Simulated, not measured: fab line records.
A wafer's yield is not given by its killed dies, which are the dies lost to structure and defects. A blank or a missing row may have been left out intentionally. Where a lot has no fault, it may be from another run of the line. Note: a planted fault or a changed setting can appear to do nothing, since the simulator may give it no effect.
Chamber matching ; flow sky130 ; rie_diel-02 running SKY_LI_CONTACT_ETCH_15: 4 sister chambers
The step etches PSG in C4F8/O2/Ar, stops on Si, target depth 600 nm. 14 wafers are shown with their chamber, then 7 later ones without.

== WAFERS PAIRED WITH THEIR CHAMBERS ==
wafer;chamber;rf_fwd_power_W (W);oes_product_au (a.u.)
L151.3;2;1482;0.833
L151.5;1;1491;0.832
L151.6;2;1485;0.839
L152.2;2;1483;0.832
L152.3;1;1494;0.836
L152.5;0;1493;0.839
L154.2;0;1509;0.831
L154.4;3;1494;0.842
L154.6;0;1499;0.843
L157.1;0;1492;0.831
L157.3;1;1490;0.838
L157.5;3;1480;0.838
L166.3;1;1487;0.838
L166.4;3;1493;0.832

SIGNATURES (means of the wafers above)
reading;chamber 0;chamber 1;chamber 2;chamber 3;scatter within a chamber
rf_fwd_power_W;1498.25;1490.50;1483.33;1489.00;5.78
oes_product_au;0.83600;0.83600;0.83467;0.83733;0.0046
Rule: a wafer lies at a distance from a chamber equal to the root of the sum of squares, over the readings, of (its reading less the chamber's mean, divided by the reading's scatter). The wafer belongs to the nearest chamber; if the next one is less than 2 further off, it can't be placed. The scatter is the square root of a quotient: the sum, over the shown wafers, of each reading's squared deviation from its chamber's mean, divided by wafers minus chambers.

== WAFERS WITHOUT THEIR CHAMBER ==
wafer;rf_fwd_power_W (W);oes_product_au (a.u.)
L166.6;1498;0.831
L168.2;1491;0.835
L168.3;1494;0.841
L168.4;1482;0.841
L170.3;1500;0.841
L170.4;1496;0.838
L170.5;1491;0.835

== EACH ONE'S CHAMBER ==
wafer;from the rows above;in truth
L166.6;can't be placed: 0 or 1 or 3 or 2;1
L168.2;can't be placed: 1 or 3 or 0 or 2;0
L168.3;can't be placed: 3 or 1 or 0 or 2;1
L168.4;can't be placed: 2 or 3 or 1 or 0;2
L170.3;can't be placed: 0 or 1 or 3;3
L170.4;can't be placed: 0 or 1 or 3 or 2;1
L170.5;can't be placed: 1 or 3 or 0 or 2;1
Correctly placed: 0 of 7. Cannot be placed on the basis of these rows: 7; the candidates contain the true chamber in 7. 0 placed wrongly.
